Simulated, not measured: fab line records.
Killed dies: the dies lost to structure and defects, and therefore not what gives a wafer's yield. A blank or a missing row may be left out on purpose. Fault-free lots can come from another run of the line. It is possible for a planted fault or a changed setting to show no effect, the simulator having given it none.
What tool caused it? + flow gf180mcu + at 1 step of a route of 602, 12 lots with 36 wafers sampled

WHAT THE GAUGES READ, wafer by wafer
GF_PSD_CD_MEAS_07: the cd target is 400 nm.
| lot  | measured     | on        | cd-nm (nm)        |
|------|--------------|-----------|-------------------|
| L075 | day 14 21:04 | cd-sem-01 | 394.7 396.8 397.0 |
| L077 | day 15 19:02 | cd-sem-02 | 401.9 399.8 399.9 |
| L079 | day 16 03:29 | cd-sem-01 | 405.7 403.0 402.3 |
| L080 | day 17 02:20 | cd-sem-02 | 400.5 400.4 398.7 |
| L083 | day 17 13:11 | cd-sem-02 | 401.6 401.5 401.6 |
| L085 | day 18 13:43 | cd-sem-02 | 401.4 401.3 400.0 |
| L087 | day 19 07:23 | cd-sem-01 | 401.3 405.3 403.9 |
| L089 | day 19 21:08 | cd-sem-02 | 400.3 402.3 400.2 |
| L091 | day 20 14:46 | cd-sem-01 | 397.9 398.0 400.0 |
| L093 | day 21 05:28 | cd-sem-02 | 401.8 398.4 400.5 |
| L095 | day 21 19:35 | cd-sem-02 | 402.1 403.0 401.5 |
| L097 | day 22 06:11 | cd-sem-01 | 396.5 397.8 399.5 |

TOOL THAT RAN EACH LOT (tool first, then ch and the chambers of the sampled wafers, then the start)
The record holds no process step before these readings.

THE ANSWER, worked out from the rows above alone
Rule: what is usual is taken from the lots themselves. Put in order of their means at a reading, lots are off if they are a third of the lots or fewer, leave a main group of 4 or more, and stand apart from it by a gap of 3 or more times the standard deviation of the main group's means; of several such gaps the widest counts. A main group whose means are all the same, to the digits that the tables above print for the reading, isn't used. A lot without any number at a reading at which 4 lots or more have one is off too. The other lots that the step has rows for count as sound.
Nothing can be told from this: no lot is off at any reading shown.

WHAT THE SIMULATOR HAD INSERTED
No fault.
